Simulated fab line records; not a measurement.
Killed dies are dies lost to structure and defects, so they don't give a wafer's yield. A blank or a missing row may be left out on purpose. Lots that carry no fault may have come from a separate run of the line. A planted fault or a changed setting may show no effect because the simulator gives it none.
fab line records	flow sky130
record lots=13	wafers=39	lastDay=50
route steps=708 shown SONOS_TUNNEL@162 POLY_GATE@236 LDD_N@250 POLY_CUT@318
lots with no fault: from the same line, run without faults
startH: the number of hours between the record's first day and the start of the first shown wafer of the lot	waitH: hours elapsed since this lot's preceding step	" same as the row above	L1.1+2: one row covering several wafers at once	- no value present, or no start provided	* or withheld: withheld	< > ~ a bound
route shown NAME@n: NAME is a module with steps in the file, n the number in the route of the first one	usual: mean/standard deviation taken from wafers without a fault	same: alike in all rows	chamber/n: place in a boat	sites: the reading at each site	_std_site: their standard deviation	_edge_site: inner sites' mean taken away from outer sites' mean	radiusMm: how far each site lies from the wafer's centre	mask NAME#n: copy n	behind: tool/chamber where the wafer was last shaped	hold: what put the lot on hold/how long, in hours/how the hold closed	device: names the non-switching transistor (n, p or np)	end of line: tests run on the same wafers once the route is complete	where a step has no rows: the recipe by itself	killed: dies that structure and defects cost at the first sort, which is not the same as the wafer's yield	map: a wafer's dies, x killed, . not, _ none there
set.NAME: the run value of the setting; set.NAME@STEP: its run value at that earlier step	model.NAME: the simulator's own value behind a step, which no gauge read
a sample of lots followed through the steps of the route, with each step as a table and each wafer as a row
services: a tool's chamber out of use, with start hour (startH, from the record's first day; less than 0 if before it), hours out, and reason
## steps
# step SKY_SONOS_TUNNEL_OVL_MEAS_08
# usual SONOS_TUNNEL_OVL=0.2/1.2
lot.wafer	tool	chamber	startH	waitH	SONOS_TUNNEL_OVL[nm]
L589.1	overlay-01	-	268.26	0.1	1.3
L589.3	"	-	"	"	-0.6
L589.5	"	-	"	"	0.7
L588.3	overlay-01	-	271.12	0.1	2.5
L588.4	"	-	"	"	2.7
L588.5	"	-	"	"	1.5
L591.1	overlay-02	-	276.21	0.1	-0.8
L591.5	"	-	"	"	-0.6
L591.6	"	-	"	"	-0.9
L590.1	overlay-01	-	279.41	0.1	0.2
L590.4	"	-	"	"	-0.5
L590.5	"	-	"	"	1.6
L592.2	overlay-02	-	286.41	0.1	-1.1
L592.3	"	-	"	"	1.4
L592.4	"	-	"	"	0.8
L593.1	overlay-02	-	291.41	0.1	0.5
L593.2	"	-	"	"	0.1
L593.3	"	-	"	"	0.1
L595.1	overlay-02	-	307.11	0.1	2.0
L595.2	"	-	"	"	3.0
L595.5	"	-	"	"	1.3
L598.4	overlay-02	-	336.38	0.1	0.6
L598.5	"	-	"	"	-0.5
L598.6	"	-	"	"	-0.2
L601.3	overlay-01	-	359.02	0.1	-1.6
L601.5	"	-	"	"	-1.4
L601.6	"	-	"	"	-0.8
L605.1	overlay-02	-	406.31	0.1	-1.7
L605.3	"	-	"	"	-0.7
L605.6	"	-	"	"	-0.7
L609.1	overlay-01	-	426.56	0.1	0.5
L609.4	"	-	"	"	1.7
L609.6	"	-	"	"	1.5
L608.1	overlay-01	-	426.86	0.1	0.8
L608.2	"	-	"	"	0.6
L608.3	"	-	"	"	-1.0
L610.2	overlay-02	-	442.97	0.1	1.4
L610.5	"	-	"	"	0.1
L610.6	"	-	"	"	1.6
# step SKY_POLY_GATE_CD_MEAS_22
# usual cdNm=149.3/2.3
lot.wafer	tool	chamber	startH	waitH	cdNm
L589.1	cdSem-02	-	391.20	0.1	147.1
L589.3	"	-	"	"	146.8
L589.5	"	-	"	"	147.2
L588.3	cdSem-02	-	396.81	0.1	151.1
L588.4	"	-	"	"	152.1
L588.5	"	-	"	"	151.8
L591.1	cdSem-02	-	402.99	0.1	148.7
L591.5	"	-	"	"	151.3
L591.6	"	-	"	"	147.9
L590.1	cdSem-01	-	408.61	0.1	146.7
L590.4	"	-	"	"	151.1
L590.5	"	-	"	"	152.2
L592.2	cdSem-01	-	422.52	0.1	150.1
L592.3	"	-	"	"	147.0
L592.4	"	-	"	"	147.1
L593.1	cdSem-01	-	424.81	0.1	150.2
L593.2	"	-	"	"	153.5
L593.3	"	-	"	"	149.3
L595.1	cdSem-02	-	440.90	0.1	148.1
L595.2	"	-	"	"	145.5
L595.5	"	-	"	"	148.4
L598.4	cdSem-01	-	473.11	0.1	149.3
L598.5	"	-	"	"	147.5
L598.6	"	-	"	"	146.6
L601.3	cdSem-02	-	491.30	0.1	145.6
L601.5	"	-	"	"	151.3
L601.6	"	-	"	"	144.2
L605.1	cdSem-01	-	547.63	0.1	151.1
L605.3	"	-	"	"	150.5
L605.6	"	-	"	"	149.5
L609.1	cdSem-01	-	559.64	0.1	150.9
L609.4	"	-	"	"	150.7
L609.6	"	-	"	"	147.0
L608.1	cdSem-01	-	562.20	0.1	147.2
L608.2	"	-	"	"	146.2
L608.3	"	-	"	"	149.1
L610.2	cdSem-01	-	578.57	0.1	148.5
L610.5	"	-	"	"	147.8
L610.6	"	-	"	"	148.3
# step SKY_LDD_N_IMPLANT_13
# recipe species=BF2	energyKev=50	doseCm2=5e+12	tiltDeg=30	rotationDeg=90
# usual beamEnergyKeV=50.003/0.015	faradayCurrentUA=28.2/0.51
lot.wafer	tool	chamber	startH	waitH	beamEnergyKeV	faradayCurrentUA
L589.1	implanter-03	0	421.37	0.1	49.997	28.6
L589.3	"	0	"	"	49.999	28.1
L589.5	"	0	"	"	50.006	28.7
L588.3	implanter-03	0	427.62	0.1	49.977	27.6
L588.4	"	0	"	"	50.001	28.2
L588.5	"	0	"	"	50.010	27.9
L591.1	implanter-02	0	434.07	0.1	50.036	27.8
L591.5	"	0	"	"	49.998	28.4
L591.6	"	0	"	"	49.997	28.6
L590.1	implanter-03	0	439.52	0.1	49.967	28.4
L590.4	"	0	"	"	49.990	28.3
L590.5	"	0	"	"	49.975	28.3
L592.2	implanter-02	0	454.25	0.1	50.017	28.4
L592.3	"	0	"	"	50.004	27.3
L592.4	"	0	"	"	49.988	28.7
L593.1	implanter-04	0	456.27	0.1	50.004	28.1
L593.2	"	0	"	"	50.007	28.6
L593.3	"	0	"	"	49.985	28.0
L595.1	implanter-03	0	472.22	0.1	50.008	27.7
L595.2	"	0	"	"	50.004	27.3
L595.5	"	0	"	"	50.017	28.7
L595.1	implanter-03	0	472.54	0.3	49.988	28.3
L595.2	"	0	"	"	50.000	29.0
L595.5	"	0	"	"	50.000	29.1
L598.4	implanter-04	0	504.25	0.1	49.976	28.2
L598.5	"	0	"	"	49.988	28.0
L598.6	"	0	"	"	49.998	27.7
L598.4	implanter-04	0	504.56	0.3	49.992	28.2
L598.5	"	0	"	"	50.007	29.1
L598.6	"	0	"	"	50.022	28.3
L601.3	implanter-04	0	522.72	0.1	50.008	27.4
L601.5	"	0	"	"	49.999	28.3
L601.6	"	0	"	"	50.011	29.0
L605.1	implanter-04	0	577.68	0.1	50.006	28.4
L605.3	"	0	"	"	49.994	29.1
L605.6	"	0	"	"	49.998	27.8
L605.1	implanter-04	0	577.99	0.3	50.007	27.5
L605.3	"	0	"	"	50.019	27.8
L605.6	"	0	"	"	50.002	27.1
L609.1	implanter-03	0	589.93	0.1	50.020	28.3
L609.4	"	0	"	"	50.015	27.6
L609.6	"	0	"	"	50.007	28.5
L608.1	implanter-04	0	592.03	0.1	50.013	28.7
L608.2	"	0	"	"	49.977	27.3
L608.3	"	0	"	"	49.995	28.7
L610.2	implanter-04	0	608.45	0.1	50.018	27.5
L610.5	"	0	"	"	50.035	28.0
L610.6	"	0	"	"	50.029	28.6
# step SKY_POLY_CUT_ETCH_11
# recipe target=Si3N4	chemistry=CF4/CH2F2/Ar	stopOn=poly-Si	sourceW=600	biasW=150	pressureMtorr=40	cf4FlowSccm=40	ch2f2FlowSccm=20	Ar_flow_sccm=150	timeS=42.5	targetDepthA=600
# usual cf4FlowSccm=40.00/0.12	drypumpMotorCurrentA=5.7/0.48	oesProductAu=0.829/0.0081	throttleValvePct=14.995/0.0085
lot.wafer	tool	chamber	startH	waitH	cf4FlowSccm	drypumpMotorCurrentA	oesProductAu	rfHoursCounterH	throttleValvePct
L589.1	rieDiel-01	0	575.39	0.0	40.21	5.9	0.831	13	15.009
L589.3	"	3	"	"	40.10	6.5	0.823	4	14.982
L589.5	"	3	"	"	39.91	6.5	0.836	-	14.997
L588.3	rieDiel-02	1	583.64	0.0	40.05	4.9	0.835	7	14.990
L588.4	"	2	"	"	39.93	5.8	0.845	68	15.009
L588.5	"	1	"	"	40.14	4.9	0.831	-	15.001
L591.1	rieDiel-01	3	588.58	0.0	40.09	6.5	0.847	4	14.982
L591.5	"	1	"	"	40.01	5.4	0.838	-	14.995
L591.6	"	2	"	"	40.16	6.2	0.829	-	14.986
L590.1	rieDiel-01	3	592.43	0.0	40.09	6.5	0.836	4	14.990
L590.4	"	0	"	"	39.92	5.9	0.821	14	14.996
L590.5	"	2	"	"	40.04	6.2	0.829	-	14.994
L592.2	rieDiel-04	3	606.73	0.0	40.04	5.2	0.832	13	15.004
L592.3	"	2	"	"	39.98	5.7	0.835	8	14.983
L592.4	"	1	"	"	39.95	6.3	0.843	16	14.985
L593.1	rieDiel-01	2	611.31	0.0	39.92	6.2	0.823	0	14.984
L593.2	"	3	"	"	40.12	6.5	0.828	4	14.982
L593.3	"	1	"	"	39.98	5.4	0.817	12	15.006
L595.1	rieDiel-01	2	622.94	0.0	39.97	6.2	0.826	1	14.990
L595.2	"	3	"	"	40.06	6.5	0.831	5	14.992
L595.5	"	2	"	"	40.00	6.2	0.832	-	14.997
L598.4	rieDiel-04	0	653.81	0.0	40.06	5.1	0.834	-	14.990
L598.5	"	2	"	"	39.84	5.7	0.842	-	15.004
L598.6	"	1	"	"	39.98	6.3	0.836	-	14.982
L601.3	rieDiel-01	1	672.94	0.0	39.96	5.4	0.832	13	15.006
L601.5	"	0	"	"	40.28	5.9	0.823	-	15.008
L601.6	"	3	"	"	39.80	6.5	0.825	-	14.986
L605.1	rieDiel-02	1	722.53	0.0	40.07	4.9	0.828	12	14.987
L605.3	"	2	"	"	39.89	5.8	0.818	2	14.998
L605.6	"	0	"	"	39.97	6.1	0.827	-	14.999
L609.1	rieDiel-04	3	735.04	0.0	40.06	5.2	0.817	16	14.998
L609.4	"	3	"	"	40.03	5.1	0.817	-	14.978
L609.6	"	1	"	"	40.05	6.2	0.830	-	14.995
L608.1	rieDiel-04	2	738.09	0.0	39.89	5.7	0.822	12	14.997
L608.2	"	1	"	"	39.94	6.3	0.814	18	15.010
L608.3	"	3	"	"	39.90	5.2	0.834	16	14.993
L610.2	rieDiel-04	1	753.49	0.0	40.02	6.3	0.834	19	14.991
L610.5	"	1	"	"	40.11	6.3	0.832	-	14.987
L610.6	"	2	"	"	39.71	5.7	0.823	-	15.003
## services
tool	chamber	startH	hours	kind
rieDiel-02	3	400.96	10.3	repair
rieDiel-01	-	420.43	2.2	repair
rieDiel-04	-	421.03	0.2	repair
implanter-02	-	438.32	5.7	repair
rieDiel-02	1	457.12	8.0	repair
rieDiel-04	0	460.24	30.9	repair
rieDiel-04	1	466.15	30.9	repair
rieDiel-01	-	495.49	2.0	repair
rieDiel-02	2	500.66	5.9	repair
rieDiel-01	-	516.79	2.8	pm
implanter-04	-	524.04	15.6	pm
implanter-03	-	552.69	13.0	repair
rieDiel-01	2	561.23	-	clean
rieDiel-01	-	565.18	0.8	repair
rieDiel-01	1	584.87	1.6	repair
implanter-02	-	585.10	5.4	pm
rieDiel-02	3	606.80	9.4	repair
implanter-02	-	623.72	8.4	pm
rieDiel-04	3	639.14	23.3	repair
implanter-03	-	680.19	5.4	pm
implanter-04	-	694.75	3.8	pm
rieDiel-04	0	714.26	33.5	repair
implanter-04	-	730.36	5.1	repair
rieDiel-02	-	746.08	10.0	pm
## key
firstSign step=SKY_LDD_N_IMPLANT_13	reading=visit	direction=added
effect none on later readings
metAt SKY_LDD_N_IMPLANT_13
struckLots L595,L598,L605
testerLeftOut L595,L598,L605
notActingAt SKY_SONOS_TUNNEL_OVL_MEAS_08,SKY_POLY_GATE_CD_MEAS_22,SKY_POLY_CUT_ETCH_11
fault kind=repeatedStepWhole	tool=implanter-02,implanter-03,implanter-04	chamber=-	onsetH=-	steps=SKY_LDD_N_IMPLANT_13	times=1	scope=struckLotsOnly
# testerLeftOut: of these lots the tester's yield and bins aren't shown, on N5 and GAA mostly nor the transistor test; their killed dies are dies lost to structure and defects alone, not to doping, threshold or leakage, so they don't give the yield
